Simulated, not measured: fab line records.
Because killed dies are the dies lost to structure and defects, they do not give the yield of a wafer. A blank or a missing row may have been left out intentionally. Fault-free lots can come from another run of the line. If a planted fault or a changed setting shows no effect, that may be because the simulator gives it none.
Comparing a struck lot with a sound one || flow gf180mcu || 30 steps out of a route of 602
Sound: wafers L163.2, L163.3, L163.4. Struck: wafers L169.2, L169.4, L169.6. The cause comes at the end.
Each step with rows lists, per side, the tool, then ch with its chambers, then its first start. Under that, the readings that differ: sound wafers || struck wafers || difference of the means || sigmas: that difference in standard deviations of wafers without a fault.
alike: readings with means less than 2 such deviations apart, plus words and numbers identical on both sides. not compared: withheld readings, readings lacking a value on some wafer, bounds such as >300 that could conceal the same value, and numbers that have no deviation in the record and whose values overlap.
A row with sigmas, a row that says differs or no value, or rows on one side alone: a step with any of these is where the two part. Numbers that have no deviation but don't overlap get no sigmas and don't part them. A reading that every wafer of one side lacks parts them only if that side has two wafers or more.

first, 3 steps without rows for these wafers: GF_PSD_EXPOSE_04 (exposes mask Pplus, target cd 400 nm); GF_PSD_PEB_05; GF_PSD_DEVELOP_06 (develop time 60 s).
GF_PSD_CD_MEAS_07: target cd 400 nm.
  sound on cdSem-02 at day 17 01:03; struck on cdSem-02 at day 19 03:28
  alike: cdNm
GF_PSD_OVL_MEAS_08:
  sound on overlay-01 at day 17 01:10; struck on overlay-01 at day 19 03:35
  alike: PSD_OVL
after that, 1 step had no rows for these wafers: GF_PSD_IMPLANT_09.
GF_PSD_STRIP_10: strips in O2/N2.
  sound on plasmaAsher-03 ch 0,1, day 17 01:20; struck on plasmaAsher-03 ch 0,1, day 19 03:46
  alike: drypumpMotorCurrentA, heaterPowerW, oesProductAu, stripTimeToEndpointS
  not compared: rfHoursCounterH
GF_PSD_TW_MEAS_11:
  sound on filmMetro-03 at day 17 01:27; struck on filmMetro-03 at day 19 03:52
  alike: PSD_TW
then, 1 step without rows for these wafers: GF_PSD_CLEAN_12 (cleans in SC1/SC2, time 150 s).
GF_PSD_RTA_13: time 20 s.
  sound on rtpAnneal-02 ch 0, day 17 01:34; struck on rtpAnneal-01 ch 0, day 19 03:59
{"reading": "annealTempCMax", "sound": "1028.4 1028.1 1027.6", "struck": "1033.0 1033.6 1031.8", "difference": "+4.8", "sigmas": "+2"}
{"reading": "lampPowerPct (%)", "sound": "34.9 34.9 34.9", "struck": "33.8 33.8 33.8", "difference": -1.1, "sigmas": -2}
  alike: chamberO2Ppm, wafer_temp_C_max
GF_PSD_RS_MEAS_14: measurement is done with a four-point probe.
  sound on filmMetro-03 at day 17 01:39; struck on filmMetro-04 at day 19 04:04
  alike: NSD_RS
GF_PSD_RS_MEAS_15: measurement is done with a four-point probe.
  sound on filmMetro-03 at day 17 01:46; struck on filmMetro-04 at day 19 04:11
  alike: PSD_RS
GF_SAB_CVD_00: deposits SiO2 from TEOS, target thk 50 nm, time 4.9302 s.
  sound on pecvd-04 ch 0,1, day 17 01:52; struck on pecvd-04 ch 0,2, day 19 04:17
{"reading": "model.SiO2_of_SAB_CVD_00.thkNm (nm)", "sound": "50.56 51.39 51.36", "struck": "55.02 55.92 56.03", "difference": "+4.55", "sigmas": ""}
  alike: heaterPowerW
GF_SAB_THK_MEAS_01:
  sound on filmMetro-03 at day 17 01:54; struck on filmMetro-03 at day 19 04:19
{"reading": "SAB_CVD_00_THK (nm)", "sound": "50.6 51.4 51.3", "struck": "55.0 55.9 56.0", "difference": "+4.5", "sigmas": "+6"}
then, 7 steps without rows for these wafers: GF_SAB_DEHYDRATE_02 (time 60 s); GF_SAB_HMDS_03 (prime time 60 s); GF_SAB_COAT_04 (resist thk 1000 nm); GF_SAB_SOFTBAKE_05 (time 60 s); GF_SAB_EXPOSE_06 (exposes mask SAB, target cd 420 nm); GF_SAB_PEB_07; GF_SAB_DEVELOP_08 (develop time 61.32 s).
GF_SAB_CD_MEAS_09: target cd 420 nm.
  sound on cdSem-01 at day 18 00:18; struck on cdSem-01 at day 20 04:10
  alike: cdNm
GF_SAB_OVL_MEAS_10:
  sound on overlay-01 at day 18 00:25; struck on overlay-02 at day 20 04:17
  alike: SAB_OVL
GF_SAB_ETCH_11: etches SiO2 in C4F8/O2/Ar, target depth 55 nm, time 8.5 s.
  sound on rieDiel-04 ch 0,1,3, day 18 00:26; struck on rieDiel-03 ch 0,1,3, day 20 04:19
  alike: oesProductAu
  not compared: rfHoursCounterH
then, 1 step without rows for these wafers: GF_SAB_WET_ETCH_12 (etches SiO2 in dHF, target depth 22 nm, time 440 s).
GF_SAB_STRIP_13: strips in O2/N2.
  sound on plasmaAsher-04 ch 0,1, day 18 00:35; struck on plasmaAsher-04 ch 0,1, day 20 04:28
  alike: drypumpMotorCurrentA, heaterPowerW, oesProductAu, stripTimeToEndpointS
  not compared: rfHoursCounterH
then, 1 step without rows for these wafers: GF_SALICIDE_CLEAN_00 (cleans in SC1/SC2, time 150 s).
GF_SALICIDE_WET_ETCH_01: etches SiO2 in dHF, target depth 5 nm, time 100 s.
  sound on wetBench-01 ch 1, day 18 00:47; struck on wetBench-01 ch 2, day 20 04:37
{"reading": "model.SiO2_of_SAB_CVD_00.thkNm (nm)", "sound": "39.78 40.54 40.58", "struck": "44.26 45.24 45.32", "difference": "+4.64", "sigmas": ""}
GF_SALICIDE_SPUTTER_02: material Co, target thk 10 nm, time 20 s.
  sound on pvdSputter-03 at day 18 00:49; struck on pvdSputter-03 at day 20 04:40
  alike: throttleValvePct
GF_PASSIVATION_PROBE_99:
  the record has rows for the sound wafers here (prober-01, day 31 10:49) and none for the struck ones

WHERE THEY PART
Earliest at GF_PSD_RTA_13; latest, in this record, at GF_PASSIVATION_PROBE_99.

WHY: what had been put in by the simulator
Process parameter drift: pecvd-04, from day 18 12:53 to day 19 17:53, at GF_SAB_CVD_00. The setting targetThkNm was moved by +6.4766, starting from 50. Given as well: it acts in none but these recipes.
